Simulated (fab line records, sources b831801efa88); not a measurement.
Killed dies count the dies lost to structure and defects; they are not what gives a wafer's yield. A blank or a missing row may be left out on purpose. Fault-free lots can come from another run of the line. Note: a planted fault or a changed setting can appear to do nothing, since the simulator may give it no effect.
Which of the tools did it?	flow gf180mcu	42 wafers from 14 lots sampled at 2 of the route's 602 steps

WHAT THE GAUGES SHOWED, per wafer
GF_M3_RS_MEAS_05: measurement is done with a four-point probe.
lot	measured	on	M3_ALCU_RS (ohm/sq)
L419	day 20 02:08	film_metro-03	0.0691 0.0701 0.0701
L421	day 20 18:22	film_metro-03	0.0711 0.0717 0.0715
L422	day 21 10:13	film_metro-03	0.0694 0.0684 0.0694
L423	day 21 18:34	film_metro-02	0.0693 0.0693 0.0699
L424	day 22 01:29	film_metro-03	0.0702 0.0700 0.0690
L427	day 23 09:53	film_metro-01	0.0701 0.0686 0.0704
L429	day 24 05:35	film_metro-02	0.0682 0.0686 0.0685
L430	day 24 09:52	film_metro-01	0.0689 0.0698 0.0688
L431	day 24 20:53	film_metro-03	0.0694 0.0703 0.0704
L432	day 25 07:03	film_metro-03	0.0689 0.0704 0.0703
L439	day 27 02:52	film_metro-02	0.0709 0.0716 0.0701
L440	day 27 11:32	film_metro-01	0.0699 0.0698 0.0701
L441	day 27 17:55	film_metro-03	0.0720 0.0706 0.0708
L442	day 28 00:38	film_metro-02	0.0705 0.0706 0.0707

EACH LOT AND THE TOOL THAT RAN IT (in order: tool; ch and the chambers of the sampled wafers; start)
lot	GF_M3_SPUTTER_00
L419	pvd_sputter-03, day 20 01:55
L421	pvd_sputter-03, day 20 18:08
L422	pvd_sputter-04, day 21 09:59
L423	pvd_sputter-04, day 21 18:18
L424	pvd_sputter-01, day 22 01:15
L427	pvd_sputter-04, day 23 09:40
L429	pvd_sputter-01, day 24 05:22
L430	pvd_sputter-04, day 24 09:37
L431	pvd_sputter-04, day 24 20:40
L432	pvd_sputter-03, day 25 06:50
L439	pvd_sputter-04, day 27 02:37
L440	pvd_sputter-03, day 27 11:19
L441	pvd_sputter-01, day 27 17:40
L442	pvd_sputter-03, day 28 00:25
- GF_M3_SPUTTER_00: material Ti, target thk 37.5 nm, time 150 s.

AS READ BY THE TOOLS THEMSELVES (means over the sampled wafers that have a number; for cases with no such wafer, the mark the record gives instead)
GF_M3_SPUTTER_00.
lot	tool	throttle_valve_pct (%)
L419	pvd_sputter-03	30.7
L421	pvd_sputter-03	30.8
L422	pvd_sputter-04	31.0
L423	pvd_sputter-04	29.3
L424	pvd_sputter-01	29.9
L427	pvd_sputter-04	31.0
L429	pvd_sputter-01	30.0
L430	pvd_sputter-04	29.4
L431	pvd_sputter-04	29.4
L432	pvd_sputter-03	30.6
L439	pvd_sputter-04	30.4
L440	pvd_sputter-03	30.8
L441	pvd_sputter-01	29.7
L442	pvd_sputter-03	31.0

THE ANSWER, worked out from the rows above alone
Rule: the usual values come from the lots themselves. The widest of any qualifying gaps counts: lots, ordered by their means at a reading, are off when they make up no more than a third of the lots, leave a main group of 4 or more, and stand apart from it by 3 or more times the standard deviation of that group's means. A main group is skipped when, at the precision printed for the reading in the tables above, its means are all equal. Also off: a lot with no number at a reading for which 4 or more lots have one. Where the step has rows for the other lots, those lots are counted as sound. First the gauges in route order, then the tools' own readings, where a lot's mean is used as printed above. The first step at which some lot is off is used, and at that step the reading that is off furthest; a lot without a number counts as furthest.
Nothing can be told from this: no lot is off at any reading shown.

WHAT THE SIMULATOR HAD INSERTED
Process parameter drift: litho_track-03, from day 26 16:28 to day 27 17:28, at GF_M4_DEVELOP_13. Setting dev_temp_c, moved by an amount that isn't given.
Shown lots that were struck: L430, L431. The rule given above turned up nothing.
